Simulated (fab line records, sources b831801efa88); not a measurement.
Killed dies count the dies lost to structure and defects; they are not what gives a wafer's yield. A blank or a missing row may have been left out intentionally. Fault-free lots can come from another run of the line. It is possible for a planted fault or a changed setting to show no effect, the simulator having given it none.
Which tool did it? / flow gf180mcu / 11 lots, 33 wafers sampled, at 5 steps of a route of 602

WHAT THE GAUGES READ, wafer by wafer
GF_M3_RS_MEAS_05: the measuring method here is four-point-probe.
lot=L560; measured=day 20 01:14; on=film metro-04; M3_ALCU_RS (ohm/sq)=0.0699 0.0701 0.0702
lot=L563; measured=day 21 02:56; on=film metro-01; M3_ALCU_RS (ohm/sq)=0.0702 0.0702 0.0697
lot=L564; measured=day 21 23:43; on=film metro-04; M3_ALCU_RS (ohm/sq)=0.0705 0.0704 0.0705
lot=L565; measured=day 22 00:57; on=film metro-01; M3_ALCU_RS (ohm/sq)=0.0696 0.0692 0.0697
lot=L566; measured=day 22 10:34; on=film metro-03; M3_ALCU_RS (ohm/sq)=0.0693 0.0695 0.0694
lot=L567; measured=day 22 23:47; on=film metro-03; M3_ALCU_RS (ohm/sq)=0.0684 0.0681 0.0685
lot=L573; measured=day 25 09:15; on=film metro-04; M3_ALCU_RS (ohm/sq)=0.0538 0.0541 0.0539
lot=L575; measured=day 25 15:32; on=film metro-03; M3_ALCU_RS (ohm/sq)=0.0536 0.0538 0.0534
lot=L574; measured=day 25 21:31; on=film metro-01; M3_ALCU_RS (ohm/sq)=0.0696 0.0691 0.0694
lot=L576; measured=day 26 01:54; on=film metro-04; M3_ALCU_RS (ohm/sq)=0.0706 0.0705 0.0706
lot=L581; measured=day 27 12:45; on=film metro-01; M3_ALCU_RS (ohm/sq)=0.0687 0.0695 0.0693

TOOL THAT RAN EACH LOT (tool first, then ch and the chambers of the sampled wafers, then the start)
lot=L560; GF_V2_ETCH_17=rie diel-02 ch 0,3, day 20 00:25 or earlier; GF_V2_CVD_23=cvd w-02 ch 1, day 20 00:25; GF_M3_SPUTTER_02=pvd sputter-02, day 20 01:09; GF_M3_SPUTTER_03=pvd sputter-02, day 20 01:11
lot=L563; GF_V2_ETCH_17=rie diel-03 ch 0,1,2, day 21 02:08 or earlier; GF_V2_CVD_23=cvd w-02 ch 0,1, day 21 02:08; GF_M3_SPUTTER_02=pvd sputter-01, day 21 02:49; GF_M3_SPUTTER_03=pvd sputter-01, day 21 02:50
lot=L564; GF_V2_ETCH_17=rie diel-04 ch 0,2,3, day 21 22:54 or earlier; GF_V2_CVD_23=cvd w-01 ch 0,1, day 21 22:54; GF_M3_SPUTTER_02=pvd sputter-01, day 21 23:38; GF_M3_SPUTTER_03=pvd sputter-01, day 21 23:40
lot=L565; GF_V2_ETCH_17=rie diel-02 ch 0,2,3, day 22 00:07 or earlier; GF_V2_CVD_23=cvd w-02 ch 0,1, day 22 00:07; GF_M3_SPUTTER_02=pvd sputter-02, day 22 00:50; GF_M3_SPUTTER_03=pvd sputter-02, day 22 00:52
lot=L566; GF_V2_ETCH_17=rie diel-02 ch 2,3, day 22 09:45 or earlier; GF_V2_CVD_23=cvd w-01 ch 0,1, day 22 09:45; GF_M3_SPUTTER_02=pvd sputter-02, day 22 10:26; GF_M3_SPUTTER_03=pvd sputter-02, day 22 10:28
lot=L567; GF_V2_ETCH_17=rie diel-02 ch 2,3, day 22 22:58 or earlier; GF_V2_CVD_23=cvd w-01 ch 0, day 22 22:58; GF_M3_SPUTTER_02=pvd sputter-04, day 22 23:41; GF_M3_SPUTTER_03=pvd sputter-04, day 22 23:43
lot=L573; GF_V2_ETCH_17=rie diel-04 ch 0,2,3, day 25 08:26 or earlier; GF_V2_CVD_23=cvd w-02 ch 0,1, day 25 08:26; GF_M3_SPUTTER_02=pvd sputter-02, day 25 09:07; GF_M3_SPUTTER_03=pvd sputter-02, day 25 09:09
lot=L575; GF_V2_ETCH_17=rie diel-04 ch 0,3, day 25 13:18 or earlier; GF_V2_CVD_23=cvd w-02 ch 0,1, day 25 13:18; GF_M3_SPUTTER_02=pvd sputter-02, day 25 15:25; GF_M3_SPUTTER_03=pvd sputter-02, day 25 15:26
lot=L574; GF_V2_ETCH_17=rie diel-02 ch 0,1,3, day 25 20:41 or earlier; GF_V2_CVD_23=cvd w-02 ch 0,1, day 25 20:41; GF_M3_SPUTTER_02=pvd sputter-04, day 25 21:23; GF_M3_SPUTTER_03=pvd sputter-04, day 25 21:25
lot=L576; GF_V2_ETCH_17=rie diel-02 ch 0,3, day 26 00:53 or earlier; GF_V2_CVD_23=cvd w-01 ch 0,1, day 26 00:53; GF_M3_SPUTTER_02=pvd sputter-01, day 26 01:45; GF_M3_SPUTTER_03=pvd sputter-01, day 26 01:47
lot=L581; GF_V2_ETCH_17=rie diel-02 ch 1,2, day 27 11:56 or earlier; GF_V2_CVD_23=cvd w-02 ch 0,1, day 27 11:56; GF_M3_SPUTTER_02=pvd sputter-04, day 27 12:37; GF_M3_SPUTTER_03=pvd sputter-04, day 27 12:39
- GF_V2_ETCH_17: etches SiO2 in C4F8/O2/Ar, stops on TiN, target depth 630 nm.
- GF_V2_CVD_23: deposits W, target thk 350 nm, time 104.94 s.
- GF_M3_SPUTTER_02: material AlCu, target thk 450 nm, time 23.9 s.
- GF_M3_SPUTTER_03: material Ti, target thk 10 nm, time 6.7 s.

THE ANSWER, worked out from the rows above alone
Rule: the usual values come from the lots themselves. Put in order of their means at a reading, lots are off if they are a third of the lots or fewer, leave a main group of 4 or more, and stand apart from it by a gap of 3 or more times the standard deviation of the main group's means; of several such gaps the widest counts. A main group is skipped when, at the precision printed for the reading in the tables above, its means are all equal. A lot without any number at a reading at which 4 lots or more have one is off too. Any other lot the step has rows for is counted as sound.
Off: at GF_M3_RS_MEAS_05 (M3_ALCU_RS), L573, L575. Main group: mean 0.0697 ohm/sq, sd 0.00066.
If a tool, at a process step before that reading, ran all the lots that are off and no sound lot after the first of them, it fits. Gauges at GF_M3_RS_MEAS_05: tried the same way as those tools. Because GF_V2_ETCH_17 lacks a start for some lots, the hours and order of its lots are taken from GF_V2_CVD_23. 2 tools fit, rie diel-04 at GF_V2_ETCH_17 and pvd sputter-02 at GF_M3_SPUTTER_02 and GF_M3_SPUTTER_03, so this cannot tell which one it is.

WHAT HAD BEEN PUT IN BY THE SIMULATOR
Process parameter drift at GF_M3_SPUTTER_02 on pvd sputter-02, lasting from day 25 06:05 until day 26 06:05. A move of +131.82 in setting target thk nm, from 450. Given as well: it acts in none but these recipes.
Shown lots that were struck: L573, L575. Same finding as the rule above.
